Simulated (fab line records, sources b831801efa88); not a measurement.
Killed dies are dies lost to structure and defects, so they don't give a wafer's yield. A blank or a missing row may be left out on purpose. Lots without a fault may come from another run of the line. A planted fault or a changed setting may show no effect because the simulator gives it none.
A struck lot beside a sound one | flow sky130 | 14 steps out of a route of 708
Sound: wafers L999.1, L999.3, L999.5. Struck: wafers L110.4, L110.5, L110.6. The cause comes at the end.
At each step with rows: each side's tool, then ch and its chambers, then its first start. Under that, the readings that differ: sound wafers | struck wafers | difference of the means | sigmas: that difference in standard deviations of wafers without a fault.
alike: readings whose means differ by less than 2 such deviations, and words and numbers that are the same on both sides. not compared: withheld readings, readings that some wafer has no value for, bounds like >300 that may hide the same value, and numbers for which the record gives no deviation and whose values overlap.
The two part at a step that has a row with sigmas, a row that says differs or no value, or rows on one side only. Numbers that don't overlap but have no deviation are shown without sigmas and don't part them. A reading that every wafer of one side lacks parts them only if that side has two wafers or more.

first, 2 steps without rows for these wafers: SKY_VT_ADJUST_LVTN_PEB_05; SKY_VT_ADJUST_LVTN_DEVELOP_06 (develop time 60 s).
SKY_VT_ADJUST_LVTN_OVL_MEAS_07:
  sound on overlay-01, day 7 06:23; struck on overlay-01, day 10 03:02
  alike: VT_ADJUST_LVTN_OVL
then, 1 step without rows for these wafers: SKY_VT_ADJUST_LVTN_IMPLANT_08.
SKY_VT_ADJUST_LVTN_STRIP_09: strips in O2/N2.
  sound on plasma_asher-03 ch 0,1, day 7 06:35; struck on plasma_asher-02 ch 0,1, day 10 03:14
  alike: drypump_motor_current_A, oes_product_au, strip_time_to_endpoint_s
  not compared: rf_hours_counter_h
SKY_VT_ADJUST_LVTN_TW_MEAS_10:
  sound on film_metro-01, day 7 06:41; struck on film_metro-03, day 10 03:20
  reading           | sound             | struck            | difference | sigmas
  VT_ADJUST_LVTN_TW | 238.0 239.7 237.4 | 244.3 243.6 243.9 | +5.6       | +3
then, 6 steps without rows for these wafers: SKY_VT_ADJUST_LVTN_DEHYDRATE_11 (time 60 s); SKY_VT_ADJUST_LVTN_HMDS_12 (prime time 60 s); SKY_VT_ADJUST_LVTN_COAT_13 (resist thk 1140 nm); SKY_VT_ADJUST_LVTN_SOFTBAKE_14 (time 60 s); SKY_VT_ADJUST_LVTN_EXPOSE_15 (exposes mask HVN STD DERIVED, target cd 600 nm); SKY_VT_ADJUST_LVTN_PEB_16.
SKY_VT_ADJUST_LVTN_DEVELOP_17: develop time 60 s.
  sound on litho_track-02 ch 0, day 8 01:44; struck on litho_track-03, day 11 00:54
  no value came back on the struck wafers for chill_plate_temp_C (C), develop_time_s (s), developer_temp_C (C); on the sound wafers chill_plate_temp_C (C) reads 23.15 23.21 23.26
SKY_VT_ADJUST_LVTN_OVL_MEAS_18:
  sound on overlay-02, day 8 01:53; struck on overlay-02, day 11 00:59
  reading                    | sound          | struck | difference                    | sigmas
  VT_ADJUST_LVTN_01_OVL (nm) | -1.0 -0.1 -1.3 | - - -  | no value on the struck wafers |

WHERE THEY PART
First at SKY_VT_ADJUST_LVTN_TW_MEAS_10; last, within this record, at SKY_VT_ADJUST_LVTN_OVL_MEAS_18.

WHY: what the simulator had put in
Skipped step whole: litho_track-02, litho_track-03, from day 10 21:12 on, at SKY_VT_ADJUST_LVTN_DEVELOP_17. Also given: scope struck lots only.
